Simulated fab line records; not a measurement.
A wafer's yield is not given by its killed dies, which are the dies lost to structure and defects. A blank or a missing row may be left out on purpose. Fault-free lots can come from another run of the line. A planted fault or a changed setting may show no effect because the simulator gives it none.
Struck lot and sound lot, side by side -- flow sky130 -- 16 out of 708 route steps
Sound: these wafers, L375.2, L375.4, L375.5. Wafers struck: L381.1, L381.3, L381.5. Last of all comes the cause.
Each step with rows lists, per side, the tool, then ch with its chambers, then its first start. Under that, the readings that differ: sound wafers -- struck wafers -- difference of the means -- sigmas: that difference in standard deviations of wafers without a fault.
alike: readings with means less than 2 such deviations apart, plus words and numbers identical on both sides. not compared: withheld readings, readings lacking a value on some wafer, bounds such as >300 that could conceal the same value, and numbers that have no deviation in the record and whose values overlap.
The two part at a step that has a row with sigmas, a row that says differs or no value, or rows on one side only. Non-overlapping numbers with no deviation appear without sigmas and do not part them. A reading that every wafer of one side lacks parts them only if that side has two wafers or more.

first, 3 steps without rows for these wafers: SKY_METAL1_EXPOSE_12 (exposes mask MM1, target cd 140 nm); SKY_METAL1_PEB_13; SKY_METAL1_DEVELOP_14 (develop time 60 s).
SKY_METAL1_CD_MEAS_15: the cd target is 140 nm.
  sound: cdSem-01 at day 36 07:41; struck: cdSem-01 at day 37 16:16
  alike: cdNm
SKY_METAL1_OVL_MEAS_16:
  sound: overlay-02 at day 36 07:47; struck: overlay-01 at day 37 16:23
  alike: METAL1_OVL
SKY_METAL1_DESCUM_17: chemistry O2, time 8 s.
  sound on rieMetal-03 ch 0,1, day 36 07:49; struck on rieMetal-04 ch 0,1, day 37 16:25
  alike: drypumpMotorCurrentA, oesProductAu
  not compared: rfHoursCounterH
SKY_METAL1_ETCH_18: etches BARC in N2/H2, stops on SiO2, time 45.9 s, target depth 60 nm.
  sound on rieMetal-03 ch 0,1, day 36 07:50; struck on rieMetal-04 ch 0,1, day 37 16:26
  alike: drypumpMotorCurrentA, oesProductAu, throttleValvePct
  not compared: rfHoursCounterH
SKY_METAL1_METAL_ETCH_19: etches the open film in Cl2/BCl3, stops on SiO2, target depth 360 nm, time 78 s.
  sound on rieMetal-03 ch 0,1, day 36 07:55; struck on rieMetal-04 ch 0,1, day 37 16:31
  alike: drypumpMotorCurrentA, oesProductAu, throttleValvePct
  not compared: rfHoursCounterH
SKY_METAL1_STRIP_20: strips in O2/N2.
  sound on plasmaAsher-02 ch 0,1, day 36 08:00; struck on plasmaAsher-04 ch 0, day 37 16:36
reading,sound,struck,difference,sigmas
drypumpMotorCurrentA (A),6.0 6.2 6.2,5.3 5.3 5.3,-0.8,-3
  alike: oesProductAu, stripTimeToEndpointS
  not compared: rfHoursCounterH
then, 3 steps without rows for these wafers: SKY_METAL1_STRIP_21 (strips in post etch residue remover, time 1200 s); SKY_METAL1_CLEAN_22 (cleans in IPA, time 180 s); SKY_METAL1_CLEAN_23 (cleans in O3/DIW).
SKY_VIA1_HDPCVD_00: deposits SiO2, target thk 1030 nm, time 171.7 s.
  sound on hdpcvd-02 ch 1,2, day 36 08:35; struck on hdpcvd-02 ch 0,2, day 37 17:11
reading,sound,struck,difference,sigmas
runLengthS (s),199.3 199.7 199.9,221.9 222.6 222.3,+22.6,+71
model.SiO2_of_VIA1_HDPCVD_00.thkNm (nm),1029 1039 1032,1158 1165 1162,+128,
  alike: sih4FlowSccm
SKY_VIA1_THK_MEAS_01:
  sound: filmMetro-04 at day 36 08:43; struck: filmMetro-02 at day 37 17:18
reading,sound,struck,difference,sigmas
VIA1_HDPCVD_THK (nm),1028 1039 1033,1158 1166 1161,+128,+12
SKY_VIA1_CMP_02: polishes SiO2.
  sound on cmp-01 ch 0,1,3, day 36 08:47; struck on cmp-02 ch 1,2,3, day 37 17:22
  alike: motorCurrentA
following that, these wafers have no rows for 1 step: SKY_PAD_OPEN_PROBE_99.

WHERE THEY PART
First at SKY_METAL1_STRIP_20; last, within this record, at SKY_VIA1_THK_MEAS_01. Later steps at which nothing parts them and some readings are alike: SKY_VIA1_CMP_02.

WHY: what had been put in by the simulator
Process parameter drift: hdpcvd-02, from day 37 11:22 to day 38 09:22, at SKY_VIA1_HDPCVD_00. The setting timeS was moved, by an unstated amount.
